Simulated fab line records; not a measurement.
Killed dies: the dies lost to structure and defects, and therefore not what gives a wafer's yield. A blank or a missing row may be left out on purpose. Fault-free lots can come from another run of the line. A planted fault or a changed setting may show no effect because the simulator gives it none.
Code-filled problem report in 8D (eight disciplines) form ; flow sky130 ; the parts of the form that need people (team, actions taken, sign-off) are left out

## 1. THE PROBLEM
Wafers free of any fault read 1753 nm (standard deviation 15) for VIA4_HDPCVD_THK at SKY_VIA4_THK_MEAS_01, against a mean of 1851 nm on 3 wafers of 2 lots. Measured from the usual mean, that is +6.5 standard deviations.
The first sign was on wafer L879.5 at day 46 10:43, on film metro-01. The record has a number at this step for 34 wafers belonging to 12 lots. Rule for "out", or "out of limits": more than 4 standard deviations from the usual mean. The rest of the wafers with a number are treated as sound.

## 2. WHAT IT IS; WHAT IT IS NOT
question;is;is not
which readings at this step;VIA4_HDPCVD_THK;-
which lots;L879, L883;L862, L864, L865, L866, L868, L871, L873, L874, L875, L885
which wafers of those lots;L879.5, L879.6, L883.6;L883.1
read on which gauges;film metro-01, film metro-04;film metro-03
when;from day 46 10:43;"up to then (27 sound wafers); but 4 sound wafers of L883, L885 came after"

## 3. THE SUSPECTS, EACH WITH WHAT RULES IT OUT
Counting: any tool at a process step up to the reading remains a suspect provided it ran every lot that is out. Sound lots after the first of them don't rule it out here, since some wafers of a struck lot are sound.
- the gauge at SKY_VIA4_THK_MEAS_01: ruled out. 2 gauges (film metro-01, film metro-04) read the wafers that are out.
- hdpcvd-01 at SKY_VIA4_HDPCVD_00 (deposits SiO2, target thk 1750 nm, time 291.7 s): kept. Every lot that is out went through it, the first being L879 (day 46 10:35); the last sound lot it ran before that was L875 (day 45 09:23). Its own readings are out on those wafers: run length s.
The count leaves hdpcvd-01 at SKY_VIA4_HDPCVD_00.

## 4. THE CAUSE (what the simulator had put in)
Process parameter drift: hdpcvd-01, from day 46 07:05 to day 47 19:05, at SKY_VIA4_HDPCVD_00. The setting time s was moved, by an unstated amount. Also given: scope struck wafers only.
The count eliminated every tool but this one.

## 5. THE CHAIN OF EFFECTS, in route order
One row per reading whose mean, taken over the struck wafers that have a number, lies over 3 standard deviations from the usual. Only readings whose record carries a usual standard deviation are examined. hours: median over the lots of the time between each lot's start at the first step of this table that gives one and its start at this step. sigmas: the change, counted in usual standard deviations.
hours;step;reading;usual;on struck wafers;change;sigmas
0;SKY_VIA4_HDPCVD_00;run length s;319.6 s;338.0;+18.4;+27
0;SKY_VIA4_THK_MEAS_01;VIA4_HDPCVD_THK;1753 nm;1851;+98;+6.5
Process steps it contains:
- SKY_VIA4_HDPCVD_00: deposits SiO2, target thk 1750 nm, time 291.7 s.

## 6. WHAT WOULD HAVE CAUGHT IT SOONER
In this record the first reading out of limits at a measuring or inspecting step was taken at day 46 10:43, 4 hours after the fault began at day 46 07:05.
The tool's own readings at SKY_VIA4_HDPCVD_00 were out on every struck wafer that the step has a row for (run length s): an alarm limit on them would have fired on the first of those.
Lots out: 2; of these, L883 started SKY_VIA4_HDPCVD_00 on hdpcvd-01 after day 46 10:43. A tool hold placed at that time would have kept it from harm.
